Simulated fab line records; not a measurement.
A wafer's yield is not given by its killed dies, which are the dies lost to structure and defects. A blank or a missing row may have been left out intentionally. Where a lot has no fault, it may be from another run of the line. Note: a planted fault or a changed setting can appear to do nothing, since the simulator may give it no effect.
fab line records	flow sky130
[record] lots = 6	wafers = 18	last-day = 50
route steps=708 shown METAL5@679 PASSIVATION@681 PAD_OPEN@708
lots that met no fault: from a run of the same line without faults
start-h: hours from the record's opening day to when the first of the lot's shown wafers began	wait-h: hours from the lot's prior step to this one	" unchanged from the row above	L1.1+2: one row covering several wafers at once	- either no value or no given start	* or withheld: withheld	< > ~ a bound
route shown NAME@n: a module of which the file shows steps, and the number in the route of the first	usual: mean and standard deviation over wafers with no fault	same: alike in all rows	chamber/n: place in a boat	sites: the reading at each site	_std_site: their standard deviation	_edge_site: outer sites' mean less inner sites'	radius-mm: how far each site lies from the wafer's centre	mask NAME#n: copy n	behind: the most recent tool/chamber to have shaped the wafer	hold: why the lot went on hold/how many hours it stayed there/how the hold came to an end	device: whichever transistor did not switch (one of n, p or np)	end of line: the tests these same wafers got at the end of their route	step lacking rows: just its recipe	killed: not the wafer's yield, but the dies lost to structure and defects at the first sort	map: a wafer's dies, marking killed ones x, the rest . and places with no die _
set.NAME: setting as actually run; set.NAME@STEP: the setting as run at that earlier step	model.NAME: the simulator's own value behind a step, which no gauge read
lots seen at some steps along the route; tables by step, rows by wafer
services: the hour from which a tool's chamber was out of use, counted from the record's first day as start-h (under 0 if before that day), plus the number of hours and why
[[steps]]
[step SKY_METAL5_CLEAN_18]
[recipe] chemistry = IPA	time-s = 180	temp-c = 25
[step SKY_METAL5_CLEAN_19]
[recipe] chemistry = O3/DIW	dry = n2-spin
[step SKY_PASSIVATION_CVD_00]
[recipe] material = SiO2	target-thk-nm = 90	temp-c = 400	time-s = withheld	rf-w = 600
[usual] heater-power-w = 642/84
lot.wafer	tool	chamber	start-h	wait-h	heater-power-w
L813.3	pecvd-02	1	1059.79	0.0	673
L813.4	"	1	"	"	678
L813.5	"	0	"	"	612
L826.1	pecvd-01	0	1141.64	0.0	738
L826.2	"	1	"	"	642
L826.3	"	2	"	"	904
L825.3	pecvd-02	2	1144.11	0.0	562
L825.4	"	0	"	"	617
L825.5	"	0	"	"	628
L827.1	pecvd-01	0	1144.75	0.0	667
L827.5	"	2	"	"	804
L827.6	"	0	"	"	688
L828.2	pecvd-02	0	1150.00	0.0	657
L828.4	"	2	"	"	534
L828.5	"	0	"	"	642
L830.2	pecvd-01	2	1169.20	0.0	733
L830.3	"	1	"	"	583
L830.6	"	0	"	"	712
[step SKY_PASSIVATION_THK_MEAS_01]
[recipe] reads = SiO2_of_PASSIVATION_CVD_00
[usual] PASSIVATION_CVD_00_THK = 90.1/1.3
lot.wafer	tool	chamber	start-h	wait-h	PASSIVATION_CVD_00_THK[nm]
L813.3	film-metro-04	-	1059.83	-	91.0
L813.4	"	-	"	"	91.1
L813.5	"	-	"	"	91.0
L826.1	film-metro-04	-	1141.67	-	89.2
L826.2	"	-	"	"	87.7
L826.3	"	-	"	"	88.2
L825.3	film-metro-02	-	1144.15	-	90.8
L825.4	"	-	"	"	90.2
L825.5	"	-	"	"	91.0
L827.1	film-metro-04	-	1144.78	-	87.7
L827.5	"	-	"	"	87.2
L827.6	"	-	"	"	89.1
L828.2	film-metro-04	-	1150.04	-	89.3
L828.4	"	-	"	"	91.4
L828.5	"	-	"	"	90.5
L830.2	film-metro-04	-	1169.23	-	88.1
L830.3	"	-	"	"	88.7
L830.6	"	-	"	"	90.3
[step SKY_PASSIVATION_CVD_02]
[recipe] material = Si3N4	target-thk-nm = 540	temp-c = 400	time-s = withheld	rf-w = 450
[usual] heater-power-w = 703/92
lot.wafer	tool	chamber	start-h	wait-h	heater-power-w
L813.3	pecvd-03	1	1059.87	0.0	625
L813.4	"	0	"	"	579
L813.5	"	1	"	"	673
L826.1	pecvd-02	2	1141.73	0.1	611
L826.2	"	0	"	"	692
L826.3	"	2	"	"	623
L825.3	pecvd-03	0	1144.19	0.0	597
L825.4	"	0	"	"	612
L825.5	"	1	"	"	758
L827.1	pecvd-02	0	1144.84	0.1	667
L827.5	"	2	"	"	642
L827.6	"	0	"	"	695
L828.2	pecvd-03	0	1150.09	0.0	675
L828.4	"	0	"	"	514
L828.5	"	2	"	"	745
L830.2	pecvd-03	2	1169.28	0.0	741
L830.3	"	0	"	"	552
L830.6	"	1	"	"	757
[step SKY_PASSIVATION_THK_MEAS_03]
[recipe] reads = Si3N4_of_PASSIVATION_CVD_02
[usual] PASSIVATION_CVD_02_THK = 542/5.6
lot.wafer	tool	chamber	start-h	wait-h	PASSIVATION_CVD_02_THK[nm]
L813.3	film-metro-02	-	1060.12	-	534
L813.4	"	-	"	"	546
L813.5	"	-	"	"	546
L826.1	film-metro-03	-	1142.06	-	529
L826.2	"	-	"	"	533
L826.3	"	-	"	"	536
L825.3	film-metro-04	-	1144.44	-	542
L825.4	"	-	"	"	552
L825.5	"	-	"	"	542
L827.1	film-metro-03	-	1145.18	-	542
L827.5	"	-	"	"	547
L827.6	"	-	"	"	546
L828.2	film-metro-04	-	1150.32	-	536
L828.4	"	-	"	"	543
L828.5	"	-	"	"	541
L830.2	film-metro-02	-	1169.52	-	537
L830.3	"	-	"	"	534
L830.6	"	-	"	"	552
[step SKY_PASSIVATION_DEHYDRATE_04]
[recipe] temp-c = 200	time-s = 60
[step SKY_PASSIVATION_HMDS_05]
[recipe] prime-time-s = 60	prime-temp-c = 120
[step SKY_PASSIVATION_COAT_06]
[recipe] spin-rpm = 2000	resist-thk-nm = 3000
[step SKY_PASSIVATION_SOFTBAKE_07]
[recipe] temp-c = 110	time-s = withheld
[step SKY_PASSIVATION_EXPOSE_08]
[recipe] mask-id = NSM	target-cd-nm = 3000	na = 0.57	dose-mj = 260
[step SKY_PASSIVATION_PEB_09]
[recipe] temp-c = 115	time-s = withheld
[step SKY_PASSIVATION_DEVELOP_10]
[recipe] develop-time-s = 60	dev-temp-c = 23
lot.wafer	tool	chamber	start-h	wait-h
L813.3+4+5	litho-track-03	0	1080	-
L826.1+2+3	litho-track-02	0	1160	-
L825.3+4+5	litho-track-02	0	1162	-
L827.1+5+6	litho-track-02	0	1163	-
L828.2+4+5	litho-track-04	0	1167	-
L830.2+3+6	litho-track-04	0	1186	-
[step SKY_PASSIVATION_ETCH_11]
[recipe] chemistry = CF4/O2	target-depth-nm = 725	stop-on = AlCu	source-w = 800	bias-w = 150	pressure-mtorr = 150	cf4-flow-sccm = 80	O2_flow_sccm = 10	time-s = 161.1
[usual] drypump-motor-current-A = 5.7/0.67	oes-product-au = 0.978/0.006	throttle-valve-pct = 5.966/0.01
lot.wafer	tool	chamber	start-h	wait-h	drypump-motor-current-A	oes-product-au	rf-hours-counter-h	throttle-valve-pct	model.PASSIVATION.cd-nm
L813.3	rie-diel-02	0	1080.38	-	5.6	0.972	4	5.969	2990
L813.4	"	3	"	"	5.3	0.989	14	5.974	2993
L813.5	"	0	"	"	5.6	0.986	-	5.975	2987
L826.1	rie-diel-02	1	1160.46	-	4.9	0.970	9	5.971	2993
L826.2	"	3	"	"	5.3	0.970	17	5.953	2997
L826.3	"	0	"	"	5.6	0.978	6	5.975	2992
L825.3	rie-diel-02	2	1162.56	-	5.2	0.980	18	5.953	2983
L825.4	"	3	"	"	5.3	0.983	17	5.958	2987
L825.5	"	3	"	"	5.3	0.978	-	5.965	2987
L827.1	rie-diel-04	2	1163.21	-	6.8	0.975	21	5.963	2985
L827.5	"	0	"	"	5.9	0.973	-	5.953	2982
L827.6	"	1	"	"	5.4	0.977	-	5.951	2980
L828.2	rie-diel-03	3	1168.08	-	5.2	0.972	10	5.959	2990
L828.4	"	2	"	"	6.5	0.982	25	5.976	2992
L828.5	"	0	"	"	4.7	0.966	-	5.963	2994
L830.2	rie-diel-03	3	1186.18	-	5.2	0.968	11	5.974	2994
L830.3	"	0	"	"	4.6	0.964	17	5.965	2998
L830.6	"	0	"	"	4.6	0.987	-	5.960	2997
[step SKY_PASSIVATION_STRIP_12]
[recipe] chemistry = O2/N2	power-w = 1400	pressure-mtorr = 1500	platen-temp-c = withheld	overash-fraction = 0.7	o2-flow-sccm = 3000	n2-flow-sccm = 300
[usual] drypump-motor-current-A = 5.8/0.47	oes-product-au = 0.661/0.0044	strip-time-to-endpoint-s = 31.57/0.12
lot.wafer	tool	chamber	start-h	wait-h	drypump-motor-current-A	oes-product-au	rf-hours-counter-h	strip-time-to-endpoint-s
L813.3	plasma-asher-01	1	1080.52	0.1	5.9	0.662	-	31.52
L813.4	"	0	"	"	5.4	0.660	-	31.71
L813.5	"	0	"	"	5.4	0.664	-	31.49
L826.1	plasma-asher-02	0	1160.56	0.1	5.0	0.652	99	31.40
L826.2	"	1	"	"	6.2	0.656	99	31.55
L826.3	"	0	"	"	5.0	0.660	-	31.54
L825.3	plasma-asher-03	0	1162.69	0.1	6.5	0.672	-	31.50
L825.4	"	1	"	"	5.9	0.660	-	31.61
L825.5	"	0	"	"	6.5	0.660	-	31.56
L827.1	plasma-asher-03	0	1163.31	0.1	6.5	0.663	10	31.75
L827.5	"	1	"	"	5.9	0.670	-	31.86
L827.6	"	0	"	"	6.5	0.666	-	31.90
L828.2	plasma-asher-01	1	1168.18	0.1	5.9	0.668	39	31.59
L828.4	"	0	"	"	5.4	0.662	-	31.45
L828.5	"	0	"	"	5.4	0.658	-	31.65
L830.2	plasma-asher-01	0	1186.28	0.1	5.4	0.654	41	31.47
L830.3	"	0	"	"	5.4	0.663	-	31.66
L830.6	"	0	"	"	5.4	0.654	-	31.54
[step SKY_PAD_OPEN_PROBE_99]
[usual] defect-limited-yield = 82.5/2.1	killed_at_M0_to_M3 = 43/6.8	killed_at_M4_up = 3.2/1.7	killed-at-contacts = 24/5.6	killed-at-front-end = 15/4.7	killed-at-other = 0.3/0.59	killed-dies = 86/10	killed-open = 47/6.8	killed-short = 39/6.4	sort_bin_3_pad_short = 0.9/0.42	sort_bin_5_function = 10.5/1.6	sort_bin_6_memory = 6.2/1.1	sort-n-pass = 406/10	sort-yield-pct = 82.5/2.1
[same] gross-dies = 492	killed-at-back-side = 0	sort_bin_4_leakage[%] = 0	sort_bin_8_speed[%] = 0
lot.wafer	tool	chamber	start-h	wait-h	defect-limited-yield[%]	killed_at_M0_to_M3	killed_at_M4_up	killed-at-contacts	killed-at-front-end	killed-at-other	killed-dies	killed-open	killed-short	sort_bin_3_pad_short[%]	sort_bin_5_function[%]	sort_bin_6_memory[%]	sort-n-pass	sort-yield-pct[%]
L825.3	prober-02	-	1182.16	0.2	79.7	40	3	37	19	1	100	61	39	0.8	12.0	7.5	392	79.7
L827.1	prober-01	-	1183.56	0.1	85.0	41	2	17	14	0	74	45	29	0.8	9.3	4.9	418	85.0
L827.5	prober-01	-	1183.76	0.2	83.7	45	5	19	11	0	80	46	34	1.2	8.7	6.3	412	83.7
L827.6	prober-01	-	1183.81	0.2	82.3	44	1	27	14	1	87	54	33	0.8	10.8	6.1	405	82.3
L830.2	prober-01	-	1204.65	0.1	82.5	39	8	28	11	0	86	46	40	1.2	10.8	5.5	406	82.5
L830.3	prober-01	-	1204.70	0.2	83.3	44	4	24	10	0	82	49	32	0.6	9.8	6.3	410	83.3
L830.6	prober-01	-	1204.85	0.2	83.7	34	3	25	18	0	80	37	42	1.2	9.8	5.3	412	83.7
// killed by level:class
L825.3 CONTACT:geometric-particle:open=18 VIA1:geometric-particle:open=15 LI_CONTACT:geometric-particle:short=7 LI_CONTACT:geometric-particle:open=7 VIA3:geometric-particle:open=5 FIELD_ISO:geometric-particle:short=4 METAL2:geometric-particle:open=4 VIA2:geometric-particle:open=4
L827.1 VIA1:geometric-particle:open=9 CONTACT:geometric-particle:open=7 METAL1:geometric-particle:short=7 VIA3:geometric-particle:open=6 LI_CONTACT:geometric-particle:open=5 FIELD_ISO:geometric-particle:open=4 VIA2:geometric-particle:open=4 POLY_GATE:geometric-particle:open=4
L827.5 VIA1:geometric-particle:open=19 CONTACT:geometric-particle:short=6 VIA2:geometric-particle:open=6 LI_CONTACT:geometric-particle:open=5 FIELD_ISO:geometric-particle:open=4 METAL1:geometric-particle:short=4 CONTACT:geometric-particle:open=4 VIA1:geometric-particle:short=4
L827.6 VIA1:geometric-particle:open=12 LI_CONTACT:geometric-particle:open=8 CONTACT:geometric-particle:open=8 CONTACT:geometric-particle:short=6 SPACER:geometric-particle:open=5 METAL1:geometric-particle:short=5 METAL2:geometric-particle:short=5 VIA2:geometric-particle:short=4
L830.2 CONTACT:geometric-particle:open=12 LI_CONTACT:geometric-particle:open=8 VIA1:geometric-particle:open=7 VIA3:geometric-particle:open=6 POLY_GATE:geometric-particle:open=5 METAL1:geometric-particle:short=5 METAL4:geometric-particle:short=5 CONTACT:geometric-particle:short=4
L830.3 VIA1:geometric-particle:open=12 LI_CONTACT:geometric-particle:open=8 CONTACT:geometric-particle:open=7 METAL2:geometric-particle:short=7 LOCAL_INTERCONNECT:geometric-particle:short=5 VIA3:geometric-particle:open=5 FIELD_ISO:geometric-particle:open=4 VIA2:geometric-particle:open=4
L830.6 METAL1:geometric-particle:short=9 LI_CONTACT:geometric-particle:open=8 VIA3:geometric-particle:open=7 FIELD_ISO:geometric-particle:short=5 POLY_GATE:geometric-particle:short=5 CONTACT:geometric-particle:open=5 VIA1:geometric-particle:open=5 LOCAL_INTERCONNECT:geometric-particle:short=4
[[services]]
tool	chamber	start-h	hours	kind
pecvd-03	2	1037.40	5.5	scheduled-down
plasma-asher-03	-	1045.14	2.0	repair
plasma-asher-03	-	1055.25	9.0	pm
rie-diel-04	3	1065.48	12.2	repair
pecvd-03	2	1067.57	3.7	repair
rie-diel-04	0	1068.33	2.3	repair
pecvd-02	1	1076.34	5.5	scheduled-down
rie-diel-02	0	1080.82	6.9	repair
rie-diel-02	-	1081.95	2.8	pm
rie-diel-03	-	1087.25	9.0	repair
plasma-asher-01	-	1097.46	8.4	repair
pecvd-01	1	1099.03	5.5	scheduled-down
plasma-asher-02	-	1119.09	2.8	pm
pecvd-02	2	1121.64	18.7	repair
pecvd-03	1	1122.21	5.5	scheduled-down
rie-diel-03	-	1130.36	0.5	repair
pecvd-02	1	1134.57	16.5	scheduled-down
pecvd-01	0	1134.87	5.5	scheduled-down
pecvd-01	-	1135.86	0.3	repair
pecvd-03	-	1139.87	0.3	repair
pecvd-01	1	1142.44	5.0	repair
pecvd-02	0	1151.07	5.0	scheduled-down
rie-diel-02	3	1175.75	11.9	repair
rie-diel-03	-	1179.30	0.4	repair
[[key]]
first-sign none at tools or gauges
[model-effect] step = SKY_PASSIVATION_ETCH_11	value = PASSIVATION.cd-nm	without = 3001	struck = 2984
met-at SKY_PASSIVATION_DEVELOP_10
struck-wafers L825.3,L825.4,L825.5,L827.1,L827.5,L827.6
onset-between 1160 1162
[fault] kind = process-parameter-drift	tool = litho-track-02	chamber = -	onset-h = 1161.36	steps = SKY_PASSIVATION_DEVELOP_10	channel = develop-time-s	offset = *	shape = step	end-h = 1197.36	acts-in = *	stated = *
